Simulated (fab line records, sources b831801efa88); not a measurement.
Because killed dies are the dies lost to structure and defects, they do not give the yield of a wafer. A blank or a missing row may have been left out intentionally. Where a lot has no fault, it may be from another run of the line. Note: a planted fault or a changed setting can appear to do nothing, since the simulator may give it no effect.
A struck lot beside a sound one	flow gf180mcu	15 steps out of a route of 602
Sound: these wafers, L798.2, L798.4, L798.5. Struck: wafer L793.6 (left out: L793.1, L793.5 of the same lot, which were not struck); the cause appears at the end.
Each step with rows lists, per side, the tool, then ch with its chambers, then its first start. Under that, the readings that differ: sound wafers	struck wafers	difference of the means	sigmas: that difference in standard deviations of wafers without a fault.
alike: words and numbers the same on both sides, and readings whose means are apart by under 2 such deviations; not compared: readings that were withheld, readings missing a value for some wafer, numbers with overlapping values and no deviation given by the record, and bounds like >300 which may hide the same value.
A row with sigmas, a row that says differs or no value, or rows on one side alone: a step with any of these is where the two part. Non-overlapping numbers with no deviation appear without sigmas and do not part them. Lack of a reading on every wafer of one side parts them only where that side has two or more wafers.

GF_CONTACT_OVL_MEAS_15:
  sound on overlay-02, day 21 05:02; struck on overlay-01, day 19 01:05
  alike: CONTACT_OVL
GF_CONTACT_ETCH_16: etches BARC in N2/H2.
  sound on rie diel-04 ch 1,3, day 21 05:04; struck on rie diel-02 ch 1, day 19 01:07
reading	sound	struck	difference	sigmas
drypump motor current A (A)	4.8 4.8 5.6	6.1	+1.0	+2
oes product au (a.u.)	0.854 0.860 0.861	0.837	-0.021	-5
  alike: throttle valve pct
then, 1 step without rows for these wafers: GF_CONTACT_ETCH_17 (etches SiO2 in C4F8/O2/Ar, stops on CoSi2, target depth 860 nm).
GF_CONTACT_STRIP_18: strips in O2/N2.
  sound on plasma asher-03 ch 0,1, day 21 05:14; struck on plasma asher-02 ch 1, day 19 01:17
  alike: drypump motor current A, heater power w, oes product au
  not compared: rf hours counter h
then, 3 steps without rows for these wafers: GF_CONTACT_CLEAN_19 (cleans in SPM); GF_CONTACT_CLEAN_20 (cleans in DIW); GF_CONTACT_CLEAN_21 (cleans in dHF, time 20 s).
GF_CONTACT_SPUTTER_22: material Ti, target thk 15 nm, time 80.02 s.
  sound on pvd sputter-02, day 21 05:32; struck on pvd sputter-02, day 19 01:35
  alike: cathode dc power W, throttle valve pct
then, 1 step without rows for these wafers: GF_CONTACT_SPUTTER_23 (material TiN, target thk 10 nm, time 40 s).
GF_CONTACT_CVD_24: deposits W, target thk 300 nm, time 90.339 s.
  sound on cvd w-02 ch 0,1, day 21 05:38; struck on cvd w-01 ch 0, day 19 01:41
  alike: heater power w, susceptor temp C
GF_CONTACT_RS_MEAS_25: uses a four-point probe to measure.
  sound on film metro-01, day 21 05:45; struck on film metro-01, day 19 01:47
reading	sound	struck	difference	sigmas
CONTACT_W_RS (ohm/sq)	0.385 0.381 0.379	0.358	-0.024	-3
GF_CONTACT_THK_MEAS_26: measures by xrf.
  sound on film metro-01, day 21 05:52; struck on film metro-01, day 19 01:55
reading	sound	struck	difference	sigmas
CONTACT_W_THK (nm)	305 307 309	327	+20	+3
GF_CONTACT_CMP_27: polishes, stops on SiO2, t overpolish 15 s, target thk 0 nm.
  sound on cmp-01 ch 1,2, day 21 05:55; struck on cmp-01 ch 2, day 19 02:07
reading	sound	struck	difference	sigmas
overpolish run s (s)	14.998 15.005 15.005	8.447	-6.556	-99 or more
t overpolish s (s)	15 15 15	8.4648	-6.5352	
  alike: motor current A, time to endpoint s
GF_M1_SPUTTER_00: material Ti, target thk 37.5 nm, time 150 s.
  sound on pvd sputter-03, day 21 06:13; struck on pvd sputter-04, day 19 02:16
  alike: cathode dc power W, throttle valve pct
GF_PASSIVATION_PROBE_99:
  sound wafers here have rows in the record (prober-01, day 32 21:27); struck ones have none

WHERE THEY PART
First at GF_CONTACT_ETCH_16; last, within this record, at GF_PASSIVATION_PROBE_99.

WHY: what had been put in by the simulator
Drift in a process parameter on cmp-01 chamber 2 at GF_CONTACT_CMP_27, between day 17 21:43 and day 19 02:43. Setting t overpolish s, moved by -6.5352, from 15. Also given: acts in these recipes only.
